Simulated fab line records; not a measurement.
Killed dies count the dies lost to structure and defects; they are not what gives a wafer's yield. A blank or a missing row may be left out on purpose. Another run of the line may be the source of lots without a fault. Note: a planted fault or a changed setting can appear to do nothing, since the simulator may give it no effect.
Chamber matching -- flow gf180mcu -- GF_V1_CMP_26 on cmp-01: 4 sister chambers
The step polishes, stops on SiO2, t overpolish 15 s, target thk 0 nm. 8 wafers are shown with their chamber, then 9 later ones without.

## EACH WAFER AND ITS CHAMBER
wafer,chamber,motor_current_A (A),slurry_flow_ml_min
L877.1,3,11.2,149.8
L877.3,2,13.0,149.5
L877.5,1,10.6,149.7
L878.1,1,10.6,149.5
L878.2,2,13.0,149.7
L884.3,3,10.7,150.4
L884.4,0,11.7,149.7
L884.6,0,11.3,149.8

## WAFERS WITHOUT THEIR CHAMBER
wafer,motor_current_A (A),slurry_flow_ml_min
L885.3,13.6,150.7
L885.5,10.8,150.1
L885.6,11.4,150.6
L887.1,10.2,149.1
L887.2,13.3,150.1
L887.5,13.2,150.0
L893.1,13.6,149.7
L893.3,11.1,149.9
L893.5,11.2,150.0

## CHAMBER TAKEN BY EACH
wafer,from the rows above,in truth
L885.3,2,2
L885.5,can't be placed: 3 or 1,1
L885.6,can't be placed: 3 or 0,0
L887.1,1,1
L887.2,2,2
L887.5,2,2
L893.1,2,2
L893.3,can't be placed: 3 or 0 or 1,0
L893.5,can't be placed: 3 or 0 or 1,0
5 of 9 placed correctly. Unplaceable from these rows: 4, with the true chamber sitting among the candidates in 4. Placed wrongly: 0.
How it was worked out, from the rows above alone: a wafer's distance from a chamber is the root of the sum, over the readings, of the square of ((its reading less the chamber's mean) divided by the reading's scatter). If the next closest chamber is less than 2 further off than the closest, the wafer can't be placed; otherwise it belongs to the closest. For every chamber, the mean is computed from those of its wafers that are shown. The scatter: take each reading less its chamber's mean, square it, sum over the shown wafers, divide by the number of wafers less the number of chambers, and take the root.
